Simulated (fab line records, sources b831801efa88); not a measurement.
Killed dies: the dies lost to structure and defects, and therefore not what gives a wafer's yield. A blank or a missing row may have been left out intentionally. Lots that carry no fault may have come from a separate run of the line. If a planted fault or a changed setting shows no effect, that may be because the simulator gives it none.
Chamber matching -- flow sky130 -- SKY_METAL3_ETCH_17 on rie_diel-03 has 4 sister chambers
The step etches SiO2 in C4F8/O2/Ar, stops on TiN, time 3.9 s, target depth 15 nm. 4 wafers are shown with their chamber, then 9 later ones without.

WAFERS, EACH WITH ITS CHAMBER
wafer,chamber,oes_product_au (a.u.)
L086.2,0,0.751
L090.1,1,0.756
L090.2,3,0.759
L090.3,2,0.742

WAFERS WITHOUT THEIR CHAMBER
wafer,oes_product_au (a.u.)
L091.1,0.752
L091.5,0.757
L091.6,0.761
L094.1,0.766
L094.2,0.757
L094.3,0.756
L096.3,0.751
L096.4,0.758
L096.5,0.752

EACH ONE'S CHAMBER
wafer,from the rows above,in truth
L091.1,can't be placed: 0 or 1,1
L091.5,can't be placed: 1 or 3 or 0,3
L091.6,can't be placed: 3 or 1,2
L094.1,can't be placed: 3 or 1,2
L094.2,can't be placed: 1 or 3 or 0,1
L094.3,can't be placed: 1 or 3 or 0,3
L096.3,can't be placed: 0 or 1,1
L096.4,can't be placed: 3 or 1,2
L096.5,can't be placed: 0 or 1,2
Placed correctly: 0 of 9. From these rows, 9 cannot be placed; in 5 the true chamber is one of the candidates. Placed wrongly: 0.
How it was worked out, from the rows above alone: a wafer's distance from a chamber is the root of the sum, over the readings, of the square of ((its reading less the chamber's mean) divided by the reading's scatter). If the next closest chamber is less than 2 further off than the closest, the wafer can't be placed; otherwise it belongs to the closest. For every chamber, the mean is computed from those of its wafers that are shown. The scatter (one wafer shown for each chamber): square how far every hidden wafer sits from the nearest shown wafer, average those squares and take the square root.
